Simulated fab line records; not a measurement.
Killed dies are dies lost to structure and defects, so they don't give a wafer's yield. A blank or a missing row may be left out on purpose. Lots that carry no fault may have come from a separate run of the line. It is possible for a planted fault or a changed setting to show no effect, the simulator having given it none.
Comparing a struck lot with a sound one -- flow sky130 -- 26 steps out of a route of 708
Sound: wafers L749.1, L749.2, L749.6. Wafers L751.1, L751.2, L751.4 were the ones struck. The cause is named last.
Per side, at each step with rows, come the tool, then ch with its chambers, and then its first start. Under that, the readings that differ: sound wafers -- struck wafers -- difference of the means -- sigmas: that difference in standard deviations of wafers without a fault.
alike: readings with means less than 2 such deviations apart, plus words and numbers identical on both sides. not compared: withheld readings, readings lacking a value on some wafer, bounds such as >300 that could conceal the same value, and numbers that have no deviation in the record and whose values overlap.
Wherever a step has rows on one side only, a row that says differs or no value, or a row with sigmas, the two part there. Numbers that have no deviation but don't overlap get no sigmas and don't part them. A reading missing from all wafers of one side parts the sides only when that side holds two or more wafers.

SKY_PWDE_TW_MEAS_10:
  sound on film metro-03 at day 7 12:26; struck on film metro-03 at day 8 02:20
  alike: PWDE_TW
then, 7 steps without rows for these wafers: SKY_NWELL_DEHYDRATE_03 (time 60 s); SKY_NWELL_HMDS_04 (prime time 60 s); SKY_NWELL_COAT_05 (resist thk 3000 nm); SKY_NWELL_SOFTBAKE_06; SKY_NWELL_EXPOSE_07 (exposes mask NWM, target cd 840 nm); SKY_NWELL_PEB_08; SKY_NWELL_DEVELOP_09 (develop time 60 s).
SKY_NWELL_OVL_MEAS_10:
  sound on overlay-01 at day 8 09:35; struck on overlay-01 at day 9 00:20
  alike: NWELL_00_OVL
then, 3 steps without rows for these wafers: SKY_NWELL_IMPLANT_11; SKY_NWELL_IMPLANT_12; SKY_NWELL_IMPLANT_13.
SKY_NWELL_STRIP_14: strips in O2/N2.
  sound on plasma asher-03 ch 0,1, day 8 10:04; struck on plasma asher-03 ch 0,1, day 9 00:50
  no value came back on the struck wafers for chamber pressure mTorr (mTorr), drypump motor current A (A), oes product au (a.u.), strip time to endpoint s (s); on the sound wafers chamber pressure mTorr (mTorr) reads 1499.8 1499.3 1498.3
reading,sound,struck,difference,sigmas
model.coat_of_NWELL_COAT_05.thk nm (nm),0 0 0,3001 2992 2994,+2996,
  not compared: rf hours counter h
SKY_NWELL_TW_MEAS_15:
  sound on film metro-03 at day 8 10:10; struck on film metro-03 at day 9 00:56
  alike: NWELL_TW
then, 7 steps without rows for these wafers: SKY_NWELL_DEHYDRATE_16 (time 60 s); SKY_NWELL_HMDS_17 (prime time 60 s); SKY_NWELL_COAT_18 (resist thk 3000 nm); SKY_NWELL_SOFTBAKE_19; SKY_NWELL_EXPOSE_20 (exposes mask NWM COMPLEMENT, target cd 840 nm); SKY_NWELL_PEB_21; SKY_NWELL_DEVELOP_22 (develop time 60 s).
SKY_NWELL_OVL_MEAS_23:
  sound on overlay-01 at day 9 08:05; struck on overlay-01 at day 9 22:26
  alike: NWELL_01_OVL
next, for these wafers, 1 step has no rows: SKY_NWELL_IMPLANT_24.
SKY_NWELL_STRIP_25: strips in O2/N2.
  sound on plasma asher-03 ch 0,1, day 9 08:17; struck on plasma asher-02 ch 0,1, day 9 22:38
reading,sound,struck,difference,sigmas
oes product au (a.u.),0.712 0.724 0.728,0.736 0.735 0.738,+0.015,+3
strip time to endpoint s (s),36.94 37.00 36.84,81.18 81.06 81.09,+44.18,+99 or more
  alike: chamber pressure mTorr, drypump motor current A
  not compared: rf hours counter h
SKY_NWELL_TW_MEAS_26:
  sound on film metro-03 at day 9 08:23; struck on film metro-03 at day 9 22:44
reading,sound,struck,difference,sigmas
NWELL_2_TW,497 494 498,30 30 30,-466,-99 or more
then, 1 step without rows for these wafers: SKY_NWELL_CLEAN_27 (cleans in SC1/SC2, time 150 s).

## WHERE THEY PART
First at SKY_NWELL_STRIP_14; last, within this record, at SKY_NWELL_TW_MEAS_26.

WHY: what had been put in by the simulator
Skipped step whole: plasma asher-03, from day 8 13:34 on, at SKY_NWELL_STRIP_14. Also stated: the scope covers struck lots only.
